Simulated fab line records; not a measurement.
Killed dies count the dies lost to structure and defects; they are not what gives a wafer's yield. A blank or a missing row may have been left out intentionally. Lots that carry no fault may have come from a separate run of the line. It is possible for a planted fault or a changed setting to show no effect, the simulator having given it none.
Struck lot and sound lot, side by side / flow sky130 / 17 steps out of a route of 708
Sound: the wafers L307.2, L307.3, L307.4. Struck: wafer L314.3; the same lot's L314.4 was not struck, so it is left out; see the end for the cause.
For every step that has rows: the tool of each side, followed by ch and its chambers, followed by its first start. Under that, the readings that differ: sound wafers / struck wafers / difference of the means / sigmas: that difference in standard deviations of wafers without a fault.
alike: readings with means less than 2 such deviations apart, plus words and numbers identical on both sides. not compared: withheld readings, readings lacking a value on some wafer, bounds such as >300 that could conceal the same value, and numbers that have no deviation in the record and whose values overlap.
The two part at a step that has a row with sigmas, a row that says differs or no value, or rows on one side only. Numbers that don't overlap but have no deviation are shown without sigmas and don't part them. A reading that every wafer of one side lacks parts them only if that side has two wafers or more.

first, 5 steps without rows for these wafers: SKY_FIELD_ISO_WET_ETCH_28 (etches SiO2 in dHF, target depth 23.7 nm, time 47 s); SKY_FIELD_ISO_WET_ETCH_29 (etches Si3N4 in H3PO4, target depth 160 nm, time 1825 s); SKY_FIELD_ISO_WET_ETCH_30 (etches SiO2 in dHF, target depth 25 nm, time 50 s); SKY_NWELL_CLEAN_00 (cleans in SC1/SC2, time 150 s); SKY_NWELL_OXIDATION_01 (stabilise 600 s, purge 300 s, target thk 10 nm).
SKY_NWELL_THK_MEAS_02:
  sound on film-metro-01 at day 4 16:35; struck on film-metro-01 at day 6 04:58
  alike: NWELL_OXIDATION_THK
then, 6 steps without rows for these wafers: SKY_DNWELL_DEHYDRATE_00 (time 60 s); SKY_DNWELL_HMDS_01 (prime time 60 s); SKY_DNWELL_COAT_02 (resist thk 3000 nm); SKY_DNWELL_SOFTBAKE_03; SKY_DNWELL_EXPOSE_04 (exposes mask DNM, target cd 3000 nm); SKY_DNWELL_PEB_05.
SKY_DNWELL_DEVELOP_06: develop time 60 s.
  sound on litho-track-04 ch 0, day 5 09:00; struck on litho-track-02 ch 0, day 6 23:00
then, 1 step without rows for these wafers: SKY_DNWELL_IMPLANT_07.
SKY_DNWELL_STRIP_08: strips in O2/N2.
  sound on plasma-asher-03 ch 0,1, day 5 10:08; struck on plasma-asher-04 ch 1, day 7 00:01
reading=drypump-motor-current-A (A); sound=6.5 6.5 5.9; struck=5.1; difference=-1.2; sigmas=-3
reading=oes-product-au (a.u.); sound=0.719 0.719 0.720; struck=0.732; difference=+0.013; sigmas=+3
  alike: o2-flow-sccm, strip-time-to-endpoint-s
  not compared: rf-hours-counter-h
SKY_DNWELL_TW_MEAS_09:
  sound on film-metro-03 at day 5 10:15; struck on film-metro-01 at day 7 00:07
reading=DNWELL_TW; sound=1123 1125 1133; struck=533; difference=-594; sigmas=-46
then, 1 step without rows for these wafers: SKY_PWDE_DEHYDRATE_00 (time 60 s).

## WHERE THEY PART
At SKY_DNWELL_STRIP_08 first; at SKY_DNWELL_TW_MEAS_09 last (within this record only).

WHY: what the simulator had put in
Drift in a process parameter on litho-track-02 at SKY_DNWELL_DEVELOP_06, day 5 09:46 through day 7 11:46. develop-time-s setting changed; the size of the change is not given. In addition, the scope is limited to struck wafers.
